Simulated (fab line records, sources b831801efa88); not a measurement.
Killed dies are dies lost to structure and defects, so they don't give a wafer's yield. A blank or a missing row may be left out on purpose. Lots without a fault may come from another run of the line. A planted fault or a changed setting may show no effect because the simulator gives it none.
Which tool did it? | flow sky130 | 13 lots, 39 wafers sampled, at 3 steps of a route of 708

WHAT THE GAUGES READ, wafer by wafer
SKY_METAL1_THK_MEAS_06: measures by xrf.
lot  | measured     | on            | METAL1_ALCU_THK (nm)
L687 | day 31 06:56 | film_metro-03 | 249 247 246
L688 | day 31 16:56 | film_metro-03 | 248 247 248
L689 | day 33 02:32 | film_metro-03 | 247 244 247
L691 | day 33 03:25 | film_metro-04 | 247 246 247
L690 | day 33 04:37 | film_metro-04 | 247 246 246
L693 | day 33 13:20 | film_metro-03 | 248 247 245
L704 | day 37 05:40 | film_metro-02 | 251 247 249
L705 | day 37 07:20 | film_metro-02 | 250 250 253
L706 | day 38 01:31 | film_metro-02 | 251 249 248
L707 | day 38 03:06 | film_metro-02 | 240 246 245
L708 | day 38 09:43 | film_metro-03 | 241 241 241
L710 | day 39 21:11 | film_metro-02 | 247 246 246
L709 | day 39 23:15 | film_metro-02 | 248 246 247

SKY_VIA1_CD_MEAS_12: target cd 150 nm.
lot  | measured     | on        | cd_nm (nm)
L687 | day 33 14:20 | cd_sem-01 | 150.7 149.5 151.0
L688 | day 33 23:28 | cd_sem-02 | 149.9 150.3 147.7
L689 | day 35 07:35 | cd_sem-02 | 147.1 148.5 147.9
L691 | day 35 09:04 | cd_sem-02 | 151.6 150.4 151.5
L690 | day 35 10:56 | cd_sem-01 | 149.2 149.2 147.6
L693 | day 35 19:46 | cd_sem-02 | 150.0 148.4 148.9
L704 | day 39 10:07 | cd_sem-01 | 151.9 151.6 150.9
L705 | day 39 11:20 | cd_sem-02 | 146.7 146.5 147.7
L706 | day 40 04:15 | cd_sem-01 | 149.5 149.5 147.6
L707 | day 40 06:50 | cd_sem-02 | 148.9 150.6 150.9
L708 | day 40 13:10 | cd_sem-02 | 148.2 147.1 148.6
L710 | day 41 22:28 | cd_sem-01 | 150.3 149.4 151.3
L709 | day 42 00:56 | cd_sem-02 | 152.0 151.2 152.8

WHICH TOOL RAN EACH LOT (tool, then ch and the chambers of the sampled wafers, then the start)
lot  | SKY_METAL1_SPUTTER_01
L687 | pvd_sputter-01, day 31 06:40
L688 | pvd_sputter-02, day 31 16:42
L689 | pvd_sputter-02, day 33 02:17
L691 | pvd_sputter-03, day 33 03:10
L690 | pvd_sputter-03, day 33 04:23
L693 | pvd_sputter-03, day 33 13:04
L704 | pvd_sputter-02, day 37 05:25
L705 | pvd_sputter-01, day 37 07:05
L706 | pvd_sputter-01, day 38 01:17
L707 | pvd_sputter-02, day 38 02:50
L708 | pvd_sputter-03, day 38 09:28
L710 | pvd_sputter-03, day 39 20:57
L709 | pvd_sputter-03, day 39 23:00
- SKY_METAL1_SPUTTER_01: material TiN, target thk 20 nm, time 16.92 s.

WHAT THE TOOLS THEMSELVES READ (means of the sampled wafers that have a number; where no wafer has one, the mark that the record gives instead)
SKY_METAL1_SPUTTER_01.
lot  | tool           | throttle_valve_pct (%)
L687 | pvd_sputter-01 | 30.8
L688 | pvd_sputter-02 | 29.2
L689 | pvd_sputter-02 | 29.2
L691 | pvd_sputter-03 | 30.5
L690 | pvd_sputter-03 | 29.4
L693 | pvd_sputter-03 | 29.5
L704 | pvd_sputter-02 | 29.6
L705 | pvd_sputter-01 | 31.2
L706 | pvd_sputter-01 | 30.8
L707 | pvd_sputter-02 | 29.5
L708 | pvd_sputter-03 | 29.8
L710 | pvd_sputter-03 | 29.1
L709 | pvd_sputter-03 | 30.1

THE ANSWER, worked out from the rows above alone
Rule: what is usual is taken from the lots themselves. Put in order of their means at a reading, lots are off if they are a third of the lots or fewer, leave a main group of 4 or more, and stand apart from it by a gap of 3 or more times the standard deviation of the main group's means; of several such gaps the widest counts. A main group whose means are all the same, to the digits that the tables above print for the reading, isn't used. A lot without any number at a reading at which 4 lots or more have one is off too. The other lots that the step has rows for count as sound. The gauges are gone through in route order, then the tools' own readings, and for those a lot's mean is taken as printed above. The first step at which some lot is off is used, and at that step the reading that is off furthest; a lot without a number counts as furthest.
No lot is off at any reading shown: from this, nothing can be told.

WHAT THE SIMULATOR HAD PUT IN
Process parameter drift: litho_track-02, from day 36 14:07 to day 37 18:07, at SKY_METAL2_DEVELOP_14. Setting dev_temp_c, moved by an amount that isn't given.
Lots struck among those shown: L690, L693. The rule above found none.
